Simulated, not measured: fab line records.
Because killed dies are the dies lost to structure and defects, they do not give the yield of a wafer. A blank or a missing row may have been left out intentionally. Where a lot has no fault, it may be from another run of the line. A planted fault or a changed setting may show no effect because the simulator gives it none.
What tool caused it? -- flow sky130 -- Sampling: 12 lots, 36 wafers, 5 of 708 route steps

## WHAT THE GAUGES SHOWED, per wafer
SKY_LDD_N_OVL_MEAS_07.
lot,measured,on,LDD_N_OVL (nm)
L122,day 18 07:22,overlay-02,-1.1 -1.5 -2.2
L124,day 19 05:09,overlay-01,1.2 1.5 1.7
L125,day 19 17:06,overlay-02,1.4 0.3 0.5
L126,day 20 05:46,overlay-01,1.8 2.2 2.7
L128,day 20 16:29,overlay-02,0.7 -1.3 -1.2
L129,day 21 05:39,overlay-01,0.3 -0.1 1.4
L130,day 21 17:43,overlay-02,-1.1 0.2 -0.6
L134,day 23 05:39,overlay-02,0.8 2.0 0.1
L135,day 23 12:54,overlay-02,0.4 0.2 -0.1
L136,day 23 16:16,overlay-01,-2.5 0.2 0.2
L137,day 24 04:26,overlay-02,-1.7 -2.2 -1.4
L141,day 25 00:21,overlay-01,1.1 1.5 -0.2

SKY_LDD_LDN_OVL_MEAS_07.
lot,measured,on,LDD_LDN_OVL (nm)
L122,day 23 11:09,overlay-02,-1.1 -0.6 -0.5
L124,day 24 06:33,overlay-02,2.4 1.4 0.6
L125,day 24 18:37,overlay-02,-2.6 -2.0 -2.0
L126,day 25 06:01,overlay-01,1.9 0.6 0.7
L128,day 25 17:23,overlay-02,-1.5 -0.7 -0.8
L129,day 26 07:01,overlay-01,2.4 -0.2 0.0
L130,day 26 17:45,overlay-01,1.2 3.0 1.9
L134,day 28 04:27,overlay-02,2.6 2.9 2.2
L135,day 28 10:13,overlay-02,0.9 1.1 -0.1
L136,day 28 15:04,overlay-02,0.9 -1.2 -0.4
L137,day 29 00:40,overlay-02,-2.5 -0.7 -1.9
L141,day 29 20:58,overlay-01,1.3 1.8 -0.6

SKY_POLY_CUT_OVL_MEAS_09.
lot,measured,on,POLY_CUT_OVL (nm)
L122,day 24 18:58,overlay-01,-2 -5 -1
L124,day 25 15:04,overlay-02,-5 3 -13
L125,day 26 02:26,overlay-02,-1 -5 -1
L126,day 26 13:35,overlay-02,-6 1 -8
L128,day 27 00:53,overlay-01,-2 1 6
L129,day 27 14:28,overlay-01,-5 -16 -19
L130,day 28 00:10,overlay-02,6 -2 -2
L134,day 29 11:41,overlay-02,-3 1 7
L135,day 29 16:36,overlay-02,-6 -2 -2
L136,day 29 21:00,overlay-02,4 -1 1
L137,day 30 11:40,overlay-01,4 -5 -9
L141,day 31 03:47,overlay-01,5 12 17

SKY_LI_CONTACT_THK_MEAS_01.
lot,measured,on,LI_CONTACT_HDPCVD_THK (nm)
L122,day 28 10:56,film_metro-04,930 932 922
L124,day 29 07:59,film_metro-03,934 919 927
L125,day 29 16:47,film_metro-02,900 903 914
L126,day 30 04:12,film_metro-02,924 936 921
L128,day 30 14:52,film_metro-04,924 940 927
L129,day 31 03:47,film_metro-02,941 927 929
L130,day 31 13:08,film_metro-03,916 931 915
L134,day 32 23:46,film_metro-04,922 918 905
L135,day 33 04:21,film_metro-03,924 995 1006
L136,day 33 07:49,film_metro-03,941 993 1005
L137,day 33 22:14,film_metro-04,913 1002 1008
L141,day 34 14:14,film_metro-03,920 933 930

## EACH LOT AND THE TOOL THAT RAN IT (in order: tool; ch and the chambers of the sampled wafers; start)
lot,SKY_LI_CONTACT_HDPCVD_00
L122,"hdpcvd-01 ch 0,2, day 28 10:47"
L124,"hdpcvd-01 ch 0,1, day 29 07:53"
L125,"hdpcvd-02 ch 1, day 29 16:37"
L126,"hdpcvd-02 ch 1,2, day 30 04:06"
L128,"hdpcvd-01 ch 0,1, day 30 14:46"
L129,"hdpcvd-01 ch 0,2, day 31 03:40"
L130,"hdpcvd-02 ch 0,2, day 31 13:02"
L134,"hdpcvd-01 ch 0,1,2, day 32 23:40"
L135,"hdpcvd-02 ch 0,2, day 33 04:15"
L136,"hdpcvd-02 ch 0,1,2, day 33 07:44"
L137,"hdpcvd-02 ch 1,2, day 33 22:08"
L141,"hdpcvd-01 ch 0,1, day 34 14:08"
- SKY_LI_CONTACT_HDPCVD_00: deposits PSG, target thk 930 nm, time 155 s.

## AS READ BY THE TOOLS THEMSELVES (means over the sampled wafers that have a number; for cases with no such wafer, the mark the record gives instead)
SKY_LI_CONTACT_HDPCVD_00.
lot,tool,run_length_s (s),sih4_flow_sccm (sccm)
L122,hdpcvd-01,182.9,59.75
L124,hdpcvd-01,182.6,60.08
L125,hdpcvd-02,183.9,60.14
L126,hdpcvd-02,183.5,60.00
L128,hdpcvd-01,183.1,60.32
L129,hdpcvd-01,183.1,60.08
L130,hdpcvd-02,182.9,59.82
L134,hdpcvd-01,182.7,59.99
L135,hdpcvd-02,191.8,59.97
L136,hdpcvd-02,191.7,60.00
L137,hdpcvd-02,191.7,60.13
L141,hdpcvd-01,182.7,60.04

## THE ANSWER, worked out from the rows above alone
Rule: the lots themselves supply what counts as usual. Put in order of their means at a reading, lots are off if they are a third of the lots or fewer, leave a main group of 4 or more, and stand apart from it by a gap of 3 or more times the standard deviation of the main group's means; of several such gaps the widest counts. Not used: any main group whose means are identical at the precision the tables above print for the reading. A lot without any number at a reading at which 4 lots or more have one is off too. All remaining lots with rows at the step are treated as sound. Order of review: gauges by route order, followed by the tools' own readings, for which a lot's mean as printed above is used. The first step at which some lot is off is used, and at that step the reading that is off furthest; a lot without a number counts as furthest.
Off: L135, L136, L137, at SKY_LI_CONTACT_THK_MEAS_01 (LI_CONTACT_HDPCVD_THK). Main group: mean 924 nm, sd 8.
A tool fits if, at a process step before that reading, it ran every lot that is off, and no sound lot after the first of them. The gauges at SKY_LI_CONTACT_THK_MEAS_01 aren't tried: what is off there is off at SKY_LI_CONTACT_HDPCVD_00 too, on other tools, and a gauge's error can't cause that. One fits: SKY_LI_CONTACT_HDPCVD_00 on hdpcvd-02. A fault onset in the window from L130 (day 31 13:02, its last sound lot) to L135 (day 33 04:15, its first lot off) fits.
On the lots that are off, the tool's own readings at SKY_LI_CONTACT_HDPCVD_00 differ by more than 5 times the standard deviation of the sound lots' means, which bears it out; run_length_s reads 191.7 s there versus 183.0 s on the sound lots.

## WHAT THE SIMULATOR HAD INSERTED
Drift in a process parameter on hdpcvd-02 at SKY_LI_CONTACT_HDPCVD_00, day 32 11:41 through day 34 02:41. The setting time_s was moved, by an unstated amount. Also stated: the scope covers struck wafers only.
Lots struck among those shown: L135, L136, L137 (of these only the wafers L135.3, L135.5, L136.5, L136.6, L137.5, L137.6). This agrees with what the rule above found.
